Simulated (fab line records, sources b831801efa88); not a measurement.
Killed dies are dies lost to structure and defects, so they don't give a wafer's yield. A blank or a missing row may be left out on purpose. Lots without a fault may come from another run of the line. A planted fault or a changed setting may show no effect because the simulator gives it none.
fab line records | flow sky130
record lots=12 wafers=36 last_day=50
route steps=708 shown VIA1@479 METAL4@631 VIA4@656 METAL5@667 PAD_OPEN@708
lots that met no fault: from a run of the same line without faults
start_h: hours from the record's first day to the start of the lot's first wafer shown | wait_h: hours since the lot's step before | " the same as in the row above | L1.1+2: a row that stands for several wafers | - no value, or no start given | * or withheld: withheld | < > ~ a bound
route shown NAME@n: a module of which the file shows steps, and the number in the route of the first | usual: mean/standard deviation of fault-free wafers | same: alike in all rows | chamber/n: place in a boat | sites: the reading at each site | _std_site: their standard deviation | _edge_site: outer sites' mean less inner sites' | radius_mm: how far each site lies from the wafer's centre | mask NAME#n: copy n | behind: the tool/chamber that last shaped the wafer | hold: why the lot was held/for how many hours/how that ended | device: the transistor (n, p or np) that didn't switch | end of line: the same wafers' tests at the end of the route | a step without rows: its recipe alone | killed: dies lost to structure and defects at the first sort, not the wafer's yield | map: a wafer's dies, x killed, . not, _ none there
set.NAME: the setting as run; set.NAME@STEP: as run at that earlier step | model.NAME: the simulator's own value behind a step, which no gauge read
steps of the route over a sample of lots; a table a step, a row a wafer
services: from which hour (start_h, from the record's first day; less than 0 if before it) a tool's chamber was out of use, for how many hours, and why
## steps
# step SKY_VIA1_CVD_21
# recipe material=W target_thk_nm=270 time_s=80.902 temp_c=400 pressure_torr=40
# usual heater_power_w=879/29
# same time_s=80.902
# columns lot.wafer tool chamber start_h wait_h heater_power_w
L736.2 cvd_w-02 1 796.48 0.0 880
L736.3 " 0 " " 929
L736.6 " 0 " " 915
L738.1 cvd_w-02 1 823.98 0.0 888
L738.2 " 0 " " 926
L738.6 " 1 " " 895
L739.1 cvd_w-02 0 830.66 0.0 893
L739.4 " 0 " " 908
L739.5 " 0 " " 900
L740.2 cvd_w-02 0 832.56 0.1 919
L740.5 " 0 " " 914
L740.6 " 0 " " 907
L745.1 cvd_w-02 0 873.34 0.0 909
L745.2 " 1 " " 876
L745.6 " 0 " " 913
L748.3 cvd_w-01 0 906.30 0.1 871
L748.4 " 1 " " 867
L748.6 " 0 " " 864
L751.1 cvd_w-01 1 912.77 0.0 874
L751.4 " 0 " " 871
L751.6 " 1 " " 886
L754.3 cvd_w-02 1 929.21 0.1 856
L754.4 " 0 " " 845
L754.5 " 1 " " 859
L755.2 cvd_w-02 0 943.31 0.0 822
L755.4 " 1 " " 895
L755.6 " 1 " " 871
L757.1 cvd_w-02 0 960.87 0.0 865
L757.4 " 0 " " 829
L757.5 " 0 " " 848
L758.3 cvd_w-02 1 966.33 0.1 871
L758.4 " 0 " " 830
L758.6 " 0 " " 825
L759.1 cvd_w-02 1 969.82 0.0 884
L759.4 " 0 " " 838
L759.5 " 0 " " 860
# step SKY_METAL4_DESCUM_15
# recipe chemistry=O2 source_power_w=150 bias_power_w=0 pressure_mtorr=10 temp_c=40 time_s=8
# usual drypump_motor_current_A=6.0/0.42 he_backside_leak_sccm=3.3/0.32 oes_product_au=1.003/0.0094
# same time_s=8
# columns lot.wafer tool chamber start_h wait_h drypump_motor_current_A he_backside_leak_sccm oes_product_au rf_hours_counter_h
L736.2 rie_metal-01 0 985.53 0.0 6.4 3.3 0.987 14
L736.3 " 1 " " 5.4 3.0 0.993 -
L736.6 " 0 " " 6.4 3.5 0.999 -
L738.1 rie_metal-01 1 1008.23 0.0 5.4 3.0 1.002 8
L738.2 " 0 " " 6.4 3.4 0.999 15
L738.6 " 1 " " 5.4 3.0 1.004 -
L739.1 rie_metal-04 0 1014.03 0.0 6.5 3.2 1.000 13
L739.4 " 1 " " 5.7 2.9 1.014 -
L739.5 " 1 " " 5.7 3.0 1.012 -
L740.2 rie_metal-04 1 1014.88 0.0 5.8 3.2 1.018 19
L740.5 " 0 " " 6.5 3.1 1.005 -
L740.6 " 1 " " 5.8 3.2 1.006 -
L745.1 rie_metal-02 1 1048.53 0.0 5.6 3.3 0.996 12
L745.2 " 0 " " 6.2 3.5 1.008 14
L745.6 " 1 " " 5.6 3.4 1.005 -
L748.3 rie_metal-02 1 1079.79 0.0 5.6 3.4 0.992 -
L748.4 " 0 " " 6.2 3.8 1.014 -
L748.6 " 1 " " 5.5 3.5 1.010 -
L751.1 rie_metal-01 0 1086.17 0.0 6.3 3.4 0.995 20
L751.4 " 0 " " 6.4 3.4 0.996 -
L751.6 " 1 " " 5.4 3.4 0.993 -
L754.3 rie_metal-01 1 1100.14 0.0 5.4 3.1 1.000 -
L754.4 " 0 " " 6.4 3.3 0.992 -
L754.5 " 1 " " 5.4 3.3 1.006 -
L755.2 rie_metal-01 0 1110.03 0.0 6.4 4.7 1.003 21
L755.4 " 1 " " 5.3 2.9 0.998 -
L755.6 " 0 " " 6.4 3.5 0.999 -
L757.1 rie_metal-04 0 1123.94 0.0 6.5 3.1 1.015 20
L757.4 " 0 " " 6.5 3.2 1.016 -
L757.5 " 0 " " 6.4 3.0 1.008 -
L758.3 rie_metal-04 0 1130.10 0.0 6.4 3.1 1.003 -
L758.4 " 1 " " 5.8 2.9 1.015 -
L758.6 " 1 " " 5.8 3.1 1.017 -
L759.1 rie_metal-01 1 1131.58 0.0 5.4 3.3 1.001 16
L759.4 " 1 " " 5.4 3.2 1.000 -
L759.5 " 0 " " 6.4 3.4 0.981 -
# step SKY_VIA4_SPUTTER_17
# recipe material=TiN target_thk_nm=20 chamber_pressure_pa=5 power_w=4000 time_s=80
# usual cathode_dc_power_W=3999.9/0.74 throttle_valve_pct=29.9/1.6
# same time_s=80
# columns lot.wafer tool chamber start_h wait_h cathode_dc_power_W throttle_valve_pct
L736.2 pvd_sputter-02 - 1010.67 0.0 4000.9 31.1
L736.3 " - " " 4000.1 30.8
L736.6 " - " " 4001.6 30.3
L738.1 pvd_sputter-03 - 1033.55 0.0 4000.5 27.4
L738.2 " - " " 4000.4 32.0
L738.6 " - " " 4000.1 27.6
L739.1 pvd_sputter-03 - 1038.94 0.0 4000.3 27.5
L739.4 " - " " 3998.5 27.7
L739.5 " - " " 3998.9 28.9
L740.2 pvd_sputter-04 - 1039.77 0.0 3999.3 28.0
L740.5 " - " " 4000.8 31.0
L740.6 " - " " 3999.7 28.3
L745.1 pvd_sputter-04 - 1071.63 0.0 3999.8 28.1
L745.2 " - " " 4000.9 31.2
L745.6 " - " " 4000.3 31.3
L748.3 pvd_sputter-04 - 1103.14 0.0 3999.8 28.1
L748.4 " - " " 4000.6 31.4
L748.6 " - " " 3999.7 31.5
L751.1 pvd_sputter-02 - 1109.62 0.0 3999.5 29.9
L751.4 " - " " 4000.2 29.6
L751.6 " - " " 3999.8 31.0
L754.3 pvd_sputter-04 - 1122.38 0.0 3999.6 31.5
L754.4 " - " " 3999.9 28.3
L754.5 " - " " 3999.5 28.1
L755.2 pvd_sputter-03 - 1132.25 0.0 3999.2 32.0
L755.4 " - " " 3999.7 27.7
L755.6 " - " " 4000.2 27.4
L757.1 pvd_sputter-04 - 1145.32 0.0 3999.2 31.2
L757.4 " - " " 4001.2 28.4
L757.5 " - " " 4000.4 31.5
L758.3 pvd_sputter-03 - 1150.91 0.0 3999.1 27.5
L758.4 " - " " 3999.3 31.9
L758.6 " - " " 4000.4 27.5
L759.1 pvd_sputter-04 - 1152.31 0.0 4000.3 30.8
L759.4 " - " " 4001.0 28.6
L759.5 " - " " 3998.8 31.4
# step SKY_METAL5_THK_MEAS_06
# recipe thk_meas_gauge=xrf reads=AlCu_of_METAL5_SPUTTER_02
# usual METAL5_ALCU_THK=1163/14
# columns lot.wafer tool chamber start_h wait_h METAL5_ALCU_THK[nm]
L736.2 film_metro-03 - 1011.66 0.1 1129
L736.3 " - " " 1130
L736.6 " - " " 1136
L738.1 film_metro-01 - 1034.53 0.1 1171
L738.2 " - " " 1156
L738.6 " - " " 1170
L739.1 film_metro-03 - 1040.23 0.1 1162
L739.4 " - " " 1145
L739.5 " - " " 1156
L740.2 film_metro-02 - 1040.78 0.1 1187
L740.5 " - " " 1182
L740.6 " - " " 1182
L745.1 film_metro-02 - 1072.61 0.1 1168
L745.2 " - " " 1178
L745.6 " - " " 1165
L748.3 film_metro-01 - 1104.29 0.1 1156
L748.4 " - " " 1159
L748.6 " - " " 1167
L751.1 film_metro-03 - 1110.75 0.1 1166
L751.4 " - " " 1169
L751.6 " - " " 1161
L754.3 film_metro-03 - 1123.38 0.1 1141
L754.4 " - " " 1148
L754.5 " - " " 1147
L755.2 film_metro-02 - 1133.23 0.1 1171
L755.4 " - " " 1190
L755.6 " - " " 1172
L757.1 film_metro-02 - 1146.30 0.1 1159
L757.4 " - " " 1161
L757.5 " - " " 1179
L758.3 film_metro-03 - 1151.93 0.1 1147
L758.4 " - " " 1135
L758.6 " - " " 1140
L759.1 film_metro-01 - 1153.30 0.1 1162
L759.4 " - " " 1170
L759.5 " - " " 1160
# step SKY_PAD_OPEN_PROBE_99
# usual defect_limited_yield=82.6/1.7 killed_at_M0_to_M3=43/6.5 killed_at_M4_up=3.2/1.9 killed_at_contacts=25/5.5 killed_at_front_end=14/4.2 killed_at_other=0.2/0.44 killed_dies=85/8.5 killed_open=47/7 killed_short=39/6.3 sort_bin_3_pad_short=0.9/0.46 sort_bin_5_function=10.3/1.4 sort_bin_6_memory=6.2/1.2 sort_n_pass=407/8.5 sort_yield_pct=82.6/1.7
# same gross_dies=492 killed_at_back_side=0 sort_bin_4_leakage[%]=0 sort_bin_8_speed[%]=0
# columns lot.wafer tool chamber start_h wait_h defect_limited_yield[%] killed_at_M0_to_M3 killed_at_M4_up killed_at_contacts killed_at_front_end killed_at_other killed_dies killed_open killed_short sort_bin_3_pad_short[%] sort_bin_5_function[%] sort_bin_6_memory[%] sort_n_pass sort_yield_pct[%]
L739.1 prober-01 - 1108.65 0.1 82.7 33 3 35 14 0 85 44 41 0.8 10.6 5.9 407 82.7
L739.4 prober-01 - 1108.80 0.2 81.3 43 3 31 15 0 92 56 36 0.6 11.2 6.9 400 81.3
L739.5 prober-01 - 1108.85 0.2 83.9 38 3 28 10 0 79 43 36 1.2 10.0 4.9 413 83.9
L745.1 prober-02 - 1136.94 0.1 76.2 91 0 17 9 0 117 36 27 5.1 12.8 5.9 375 76.2
L745.2 prober-02 - 1136.99 0.1 85.4 34 0 19 19 0 72 44 28 0.8 7.9 5.9 420 85.4
L745.6 prober-02 - 1137.19 0.2 73.4 93 3 21 12 2 131 37 35 3.5 17.9 5.3 361 73.4
L754.3 prober-02 - 1181.99 0.2 85.2 40 1 25 7 0 73 41 32 0.8 8.9 5.1 419 85.2
L754.4 prober-02 - 1182.04 0.2 84.3 34 4 28 11 0 77 43 34 0.4 8.1 7.1 415 84.3
L754.5 prober-02 - 1182.09 0.2 82.5 46 3 24 13 0 86 49 37 0 11.2 6.3 406 82.5
L755.2 prober-01 - 1189.85 0.1 81.7 45 7 25 13 0 90 39 51 1.0 8.5 8.7 402 81.7
L755.4 prober-01 - 1189.95 0.2 80.7 52 3 25 14 1 95 55 40 0.4 13.6 5.3 397 80.7
L755.6 prober-01 - 1190.05 0.2 82.3 43 2 33 9 0 87 59 28 0.4 9.1 8.1 405 82.3
L758.3 prober-02 - 1205.85 0.2 80.7 48 2 26 19 0 95 38 57 1.0 9.8 8.5 397 80.7
L758.4 prober-02 - 1205.90 0.2 83.9 33 2 32 12 0 79 46 33 1.2 9.1 5.7 413 83.9
L758.6 prober-02 - 1206.00 0.2 84.1 34 4 22 18 0 78 49 29 0.4 9.8 5.7 414 84.1
# killed by level:class
L739.1 LI_CONTACT:geometric_particle:open=14 CONTACT:geometric_particle:open=7 METAL1:geometric_particle:short=7 VIA2:geometric_particle:open=7 CONTACT:geometric_particle:short=6 METAL2:geometric_particle:short=5 VIA3:geometric_particle:open=5 LI_CONTACT:geometric_particle:short=4
L739.4 CONTACT:geometric_particle:open=13 LI_CONTACT:geometric_particle:open=10 VIA1:geometric_particle:open=10 VIA2:geometric_particle:open=7 VIA3:geometric_particle:open=7 VIA3:geometric_particle:short=5 FIELD_ISO:geometric_particle:short=4 FIELD_ISO:geometric_particle:open=3
L739.5 LI_CONTACT:geometric_particle:open=10 VIA2:geometric_particle:open=9 CONTACT:geometric_particle:open=7 VIA1:geometric_particle:open=7 METAL1:geometric_particle:short=6 LOCAL_INTERCONNECT:geometric_particle:short=6 METAL2:geometric_particle:short=4 FIELD_ISO:geometric_particle:short=3
L745.1 VIA1:unspecified=54 CONTACT:geometric_particle:open=7 VIA3:geometric_particle:open=7 VIA2:geometric_particle:open=6 METAL1:geometric_particle:short=6 VIA1:geometric_particle:open=5 VIA3:geometric_particle:short=5 VIA1:geometric_particle:short=4
L745.2 VIA1:geometric_particle:open=12 LI_CONTACT:geometric_particle:open=8 CONTACT:geometric_particle:open=8 FIELD_ISO:geometric_particle:short=5 FIELD_ISO:geometric_particle:open=5 VIA3:geometric_particle:open=4 METAL1:geometric_particle:short=3 VIA1:geometric_particle:short=3
L745.6 VIA1:unspecified=59 VIA3:geometric_particle:open=10 CONTACT:geometric_particle:short=7 CONTACT:geometric_particle:open=6 LI_CONTACT:geometric_particle:open=5 POLY_GATE:geometric_particle:open=4 METAL3:geometric_particle:short=4 VIA2:geometric_particle:short=4
L754.3 VIA1:geometric_particle:open=11 CONTACT:geometric_particle:open=9 LI_CONTACT:geometric_particle:open=7 VIA1:geometric_particle:short=5 METAL1:geometric_particle:short=4 METAL2:geometric_particle:short=4 VIA2:geometric_particle:open=4 VIA3:geometric_particle:short=4
L754.4 CONTACT:geometric_particle:open=11 VIA2:geometric_particle:open=8 CONTACT:geometric_particle:short=7 VIA1:geometric_particle:open=7 METAL2:geometric_particle:short=7 VIA3:geometric_particle:open=6 LOCAL_INTERCONNECT:geometric_particle:short=4 FIELD_ISO:geometric_particle:open=3
L754.5 VIA1:geometric_particle:open=10 CONTACT:geometric_particle:open=9 VIA3:geometric_particle:open=7 VIA2:geometric_particle:open=7 POLY_GATE:geometric_particle:short=5 LI_CONTACT:geometric_particle:open=5 METAL1:geometric_particle:short=5 VIA1:geometric_particle:short=5
L755.2 VIA1:geometric_particle:open=10 METAL2:geometric_particle:short=8 METAL1:geometric_particle:short=7 METAL4:geometric_particle:short=7 CONTACT:geometric_particle:short=6 LI_CONTACT:geometric_particle:open=5 CONTACT:geometric_particle:open=5 VIA2:geometric_particle:open=5
L755.4 VIA1:geometric_particle:open=14 CONTACT:geometric_particle:open=9 CONTACT:geometric_particle:short=9 VIA2:geometric_particle:open=7 VIA1:geometric_particle:short=6 METAL1:geometric_particle:open=4 METAL1:geometric_particle:short=4 METAL2:geometric_particle:short=4
L755.6 CONTACT:geometric_particle:open=17 VIA2:geometric_particle:open=10 VIA1:geometric_particle:open=10 VIA3:geometric_particle:open=8 CONTACT:geometric_particle:short=5 LI_CONTACT:geometric_particle:open=5 VIA3:geometric_particle:short=5 FIELD_ISO:geometric_particle:open=4
L758.3 METAL1:geometric_particle:short=9 METAL2:geometric_particle:short=9 LI_CONTACT:geometric_particle:open=8 CONTACT:geometric_particle:open=8 VIA1:geometric_particle:short=6 METAL3:geometric_particle:short=6 FIELD_ISO:geometric_particle:open=5 FIELD_ISO:geometric_particle:short=5
L758.4 CONTACT:geometric_particle:short=13 VIA1:geometric_particle:open=12 CONTACT:geometric_particle:open=10 VIA2:geometric_particle:open=7 LI_CONTACT:geometric_particle:open=6 FIELD_ISO:geometric_particle:short=4 METAL1:geometric_particle:short=4 VIA3:geometric_particle:open=4
L758.6 FIELD_ISO:geometric_particle:open=9 CONTACT:geometric_particle:open=7 VIA1:geometric_particle:open=7 LI_CONTACT:geometric_particle:open=6 POLY_GATE:geometric_particle:open=4 METAL1:geometric_particle:open=4 METAL2:geometric_particle:short=4 VIA3:geometric_particle:open=4
## services
# columns tool chamber start_h hours kind
pvd_sputter-04 - 798.90 3.5 repair
pvd_sputter-04 - 803.31 2.1 repair
rie_metal-01 0 818.11 8.5 repair
cvd_w-02 1 824.78 15.4 repair
pvd_sputter-03 - 836.77 2.9 repair
pvd_sputter-04 - 873.00 7.7 repair
rie_metal-01 - 875.60 3.3 repair
cvd_w-02 0 876.78 1.5 repair
cvd_w-02 1 894.38 1.9 repair
cvd_w-02 - 904.00 14.0 pm
cvd_w-02 0 904.00 14.0 vent_cycle
cvd_w-02 1 904.00 14.0 vent_cycle
cvd_w-02 0 918.00 - clean
cvd_w-02 1 918.00 - clean
cvd_w-01 - 935.28 0.7 repair
rie_metal-04 - 960.24 2.8 pm
cvd_w-02 0 984.26 32.9 repair
rie_metal-01 0 994.28 6.7 repair
pvd_sputter-03 - 1025.08 1.1 repair
cvd_w-01 0 1026.69 7.2 repair
cvd_w-01 0 1087.71 4.6 repair
cvd_w-01 1 1095.64 14.7 repair
cvd_w-01 - 1097.16 2.8 pm
pvd_sputter-03 - 1108.24 7.5 repair
## key
first_sign step=SKY_PAD_OPEN_PROBE_99 reading=killed_at_M0_to_M3 direction=up sigmas=7.6 usual=43 struck=92
effect step=SKY_PAD_OPEN_PROBE_99 reading=sort_bin_3_pad_short direction=up sigmas=7.3 usual=0.9 struck=4.3
met_at SKY_VIA1_CVD_21
struck_lots L745
struck_wafers L745.1,L745.6
not_acting_at SKY_METAL4_DESCUM_15,SKY_VIA4_SPUTTER_17,SKY_METAL5_THK_MEAS_06
onset_between 832.56 873.34
fault kind=chamber_particle_source tool=cvd_w-02 chamber=0 onset_h=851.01 steps=SKY_VIA1_CVD_21 rate_per_visit_cm2=1.167 end_h=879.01
